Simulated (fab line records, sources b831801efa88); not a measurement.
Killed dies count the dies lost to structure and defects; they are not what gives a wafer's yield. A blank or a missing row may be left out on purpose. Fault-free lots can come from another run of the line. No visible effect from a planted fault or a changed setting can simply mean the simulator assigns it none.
Which tool was responsible? + flow sky130 + 11 lots with 33 wafers sampled at 4 steps, on a route of 708 steps

WHAT EACH GAUGE READ, for each wafer
SKY_LI_CONTACT_THK_MEAS_01.
| lot  | measured     | on            | LI_CONTACT_HDPCVD_THK (nm) |
|------|--------------|---------------|----------------------------|
| L529 | day 28 16:14 | film metro-03 | 947 935 945                |
| L530 | day 29 05:30 | film metro-01 | 933 921 921                |
| L531 | day 29 08:30 | film metro-01 | 932 939 933                |
| L532 | day 29 18:59 | film metro-01 | 928 925 924                |
| L534 | day 30 08:29 | film metro-02 | 940 929 921                |
| L537 | day 31 04:17 | film metro-02 | 924 927 937                |
| L540 | day 32 02:48 | film metro-03 | 932 918 924                |
| L541 | day 32 09:58 | film metro-02 | 931 937 928                |
| L542 | day 33 00:15 | film metro-03 | 942 936 944                |
| L543 | day 33 01:31 | film metro-02 | 1019 937 946               |
| L545 | day 34 00:14 | film metro-03 | 934 926 1009               |

SKY_LI_CONTACT_CD_MEAS_12 targets a cd of 170 nm.
| lot  | measured     | on        | cd nm (nm)        |
|------|--------------|-----------|-------------------|
| L529 | day 29 21:02 | cd sem-01 | 169.3 168.8 169.4 |
| L530 | day 30 09:23 | cd sem-01 | 171.3 170.4 171.4 |
| L531 | day 30 12:58 | cd sem-01 | 171.5 169.9 171.1 |
| L532 | day 30 22:58 | cd sem-02 | 168.7 169.1 169.2 |
| L534 | day 31 12:32 | cd sem-02 | 171.4 170.9 170.7 |
| L537 | day 32 08:16 | cd sem-02 | 169.8 169.2 169.0 |
| L540 | day 33 06:50 | cd sem-02 | 169.1 169.2 170.4 |
| L541 | day 33 13:07 | cd sem-01 | 168.4 170.4 171.1 |
| L542 | day 34 02:56 | cd sem-01 | 172.5 172.4 171.7 |
| L543 | day 34 04:45 | cd sem-01 | 172.0 172.4 172.7 |
| L545 | day 35 02:49 | cd sem-02 | 167.9 170.6 169.6 |

WHICH TOOL RAN EACH LOT (tool, then ch and the chambers of the sampled wafers, then the start)
| lot  | SKY_LI_CONTACT_HDPCVD_00         | SKY_LI_CONTACT_CMP_02         |
|------|----------------------------------|-------------------------------|
| L529 | hdpcvd-02 ch 0,1,2, day 28 16:09 | cmp-02 ch 0,1,3, day 28 16:22 |
| L530 | hdpcvd-02 ch 0,1, day 29 05:24   | cmp-02 ch 0,1,3, day 29 05:34 |
| L531 | hdpcvd-02 ch 0,1, day 29 08:24   | cmp-02 ch 0,1,2, day 29 08:40 |
| L532 | hdpcvd-02 ch 0,1,2, day 29 18:53 | cmp-01 ch 0,2,3, day 29 19:06 |
| L534 | hdpcvd-01 ch 0,1,2, day 30 08:23 | cmp-01 ch 1,3, day 30 08:33   |
| L537 | hdpcvd-02 ch 0,1,2, day 31 04:11 | cmp-02 ch 1,2,3, day 31 04:21 |
| L540 | hdpcvd-01 ch 0,1, day 32 02:41   | cmp-01 ch 0,2,3, day 32 02:52 |
| L541 | hdpcvd-02 ch 0,2, day 32 09:51   | cmp-02 ch 1,2,3, day 32 10:01 |
| L542 | hdpcvd-01 ch 1,2, day 33 00:08   | cmp-02 ch 0,3, day 33 00:18   |
| L543 | hdpcvd-02 ch 0,1,2, day 33 01:26 | cmp-01 ch 2,3, day 33 01:35   |
| L545 | hdpcvd-02 ch 0,1,2, day 34 00:08 | cmp-01 ch 2,3, day 34 00:18   |
- SKY_LI_CONTACT_HDPCVD_00: deposits PSG, target thk 930 nm, time 155 s.
- SKY_LI_CONTACT_CMP_02: polishes PSG.

AS READ BY THE TOOLS THEMSELVES (means over the sampled wafers that have a number; for cases with no such wafer, the mark the record gives instead)
SKY_LI_CONTACT_HDPCVD_00.
| lot  | tool      | run length s (s) | sih4 flow sccm (sccm) |
|------|-----------|------------------|-----------------------|
| L529 | hdpcvd-02 | 183.7            | 59.98                 |
| L530 | hdpcvd-02 | 183.4            | 60.04                 |
| L531 | hdpcvd-02 | 183.2            | 60.03                 |
| L532 | hdpcvd-02 | 183.5            | 60.20                 |
| L534 | hdpcvd-01 | 182.8            | 60.04                 |
| L537 | hdpcvd-02 | 183.7            | 59.95                 |
| L540 | hdpcvd-01 | 182.8            | 59.74                 |
| L541 | hdpcvd-02 | 184.1            | 59.76                 |
| L542 | hdpcvd-01 | 181.9            | 60.07                 |
| L543 | hdpcvd-02 | 188.2            | 59.90                 |
| L545 | hdpcvd-02 | 188.1            | 60.19                 |

SKY_LI_CONTACT_CMP_02.
| lot  | tool   | motor current A (A) | time to endpoint s (s) |
|------|--------|---------------------|------------------------|
| L529 | cmp-02 | 12.2                | 32.9                   |
| L530 | cmp-02 | 12.2                | 30.9                   |
| L531 | cmp-02 | 12.8                | 32.6                   |
| L532 | cmp-01 | 11.8                | 33.1                   |
| L534 | cmp-01 | 12.6                | 33.4                   |
| L537 | cmp-02 | 13.0                | 32.5                   |
| L540 | cmp-01 | 12.0                | 33.3                   |
| L541 | cmp-02 | 13.4                | 29.0                   |
| L542 | cmp-02 | 10.5                | 33.9                   |
| L543 | cmp-01 | 12.4                | 35.2                   |
| L545 | cmp-01 | 11.8                | 36.3                   |

THE ANSWER, worked out from the rows above alone
Rule: usual is defined by the lots themselves. The widest of any qualifying gaps counts: lots, ordered by their means at a reading, are off when they make up no more than a third of the lots, leave a main group of 4 or more, and stand apart from it by 3 or more times the standard deviation of that group's means. The tables above print the reading to a certain number of digits; a main group whose means all agree to those digits is not used. Also off: a lot with no number at a reading for which 4 or more lots have one. The other lots that the step has rows for count as sound. The gauges are gone through in route order, then the tools' own readings, and for those a lot's mean is taken as printed above. The first step at which some lot is off is used, and at that step the reading that is off furthest; a lot without a number counts as furthest.
Off: L543, L545 (SKY_LI_CONTACT_HDPCVD_00, run length s). The main group has a mean of 183.2 s with a standard deviation of 0.62.
A tool fits if, at that step or a process step before it, it ran every lot that is off, and no sound lot after the first of them. One fits: hdpcvd-02 at SKY_LI_CONTACT_HDPCVD_00. A fault onset in the window from L541 (day 32 09:51, its last sound lot) to L543 (day 33 01:26, its first lot off) fits.
On the lots that are off, the tool's own readings at SKY_LI_CONTACT_HDPCVD_00 differ by more than 5 times the standard deviation of the sound lots' means, which bears it out; run length s reads 188.1 s there versus 183.2 s on the sound lots.

WHAT WAS PUT IN BY THE SIMULATOR
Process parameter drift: hdpcvd-02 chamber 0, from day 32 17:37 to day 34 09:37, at SKY_LI_CONTACT_HDPCVD_00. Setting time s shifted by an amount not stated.
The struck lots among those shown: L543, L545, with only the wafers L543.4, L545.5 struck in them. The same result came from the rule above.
